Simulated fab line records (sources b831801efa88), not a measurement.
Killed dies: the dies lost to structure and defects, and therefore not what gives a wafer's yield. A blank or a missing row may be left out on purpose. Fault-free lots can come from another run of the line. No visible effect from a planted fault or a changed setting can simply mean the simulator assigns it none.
Chamber matching / flow sky130 / SKY_FIELD_ISO_CMP_27 on cmp-01 has 4 sister chambers
The step polishes, stops on Si3N4, t overpolish 16 s, target thk 457.8 nm. 8 wafers are shown with their chamber, then 8 later ones without.

== WAFERS, EACH WITH ITS CHAMBER ==
wafer=L291.1; chamber=1; motorCurrentA (A)=12.7; timeToEndpointS (s)=107
wafer=L292.5; chamber=2; motorCurrentA (A)=11.9; timeToEndpointS (s)=114
wafer=L293.3; chamber=2; motorCurrentA (A)=12.6; timeToEndpointS (s)=115
wafer=L295.5; chamber=1; motorCurrentA (A)=12.0; timeToEndpointS (s)=108
wafer=L296.3; chamber=3; motorCurrentA (A)=9.8; timeToEndpointS (s)=107
wafer=L296.4; chamber=0; motorCurrentA (A)=14.4; timeToEndpointS (s)=106
wafer=L296.5; chamber=0; motorCurrentA (A)=13.6; timeToEndpointS (s)=103
wafer=L302.1; chamber=3; motorCurrentA (A)=10.1; timeToEndpointS (s)=115

== WAFERS MISSING THEIR CHAMBER ==
wafer=L302.3; motorCurrentA (A)=13.9; timeToEndpointS (s)=110
wafer=L302.6; motorCurrentA (A)=11.9; timeToEndpointS (s)=116
wafer=L311.1; motorCurrentA (A)=9.9; timeToEndpointS (s)=115
wafer=L311.4; motorCurrentA (A)=11.9; timeToEndpointS (s)=114
wafer=L311.6; motorCurrentA (A)=9.9; timeToEndpointS (s)=116
wafer=L312.2; motorCurrentA (A)=12.2; timeToEndpointS (s)=117
wafer=L312.4; motorCurrentA (A)=9.9; timeToEndpointS (s)=116
wafer=L312.6; motorCurrentA (A)=9.9; timeToEndpointS (s)=119

== WHICH CHAMBER EACH WENT THROUGH ==
wafer=L302.3; from the rows above=can't be placed: 0 or 1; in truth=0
wafer=L302.6; from the rows above=2; in truth=2
wafer=L311.1; from the rows above=3; in truth=3
wafer=L311.4; from the rows above=can't be placed: 2 or 1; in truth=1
wafer=L311.6; from the rows above=3; in truth=3
wafer=L312.2; from the rows above=2; in truth=2
wafer=L312.4; from the rows above=3; in truth=3
wafer=L312.6; from the rows above=3; in truth=3
Correctly placed: 6 of 8. These rows do not allow placing 2 (true chamber among the candidates in 2). Wrongly placed: 0.
How it was worked out, from the rows above alone: a wafer's distance from a chamber is the root of the sum, over the readings, of the square of ((its reading less the chamber's mean) divided by the reading's scatter). The wafer belongs to the nearest chamber; if the next one is less than 2 further off, it can't be placed. For every chamber, the mean is computed from those of its wafers that are shown. How the scatter is found: for the shown wafers, subtract from each reading the mean of its chamber, square and add these, divide the total by (wafers less chambers), then take the root.
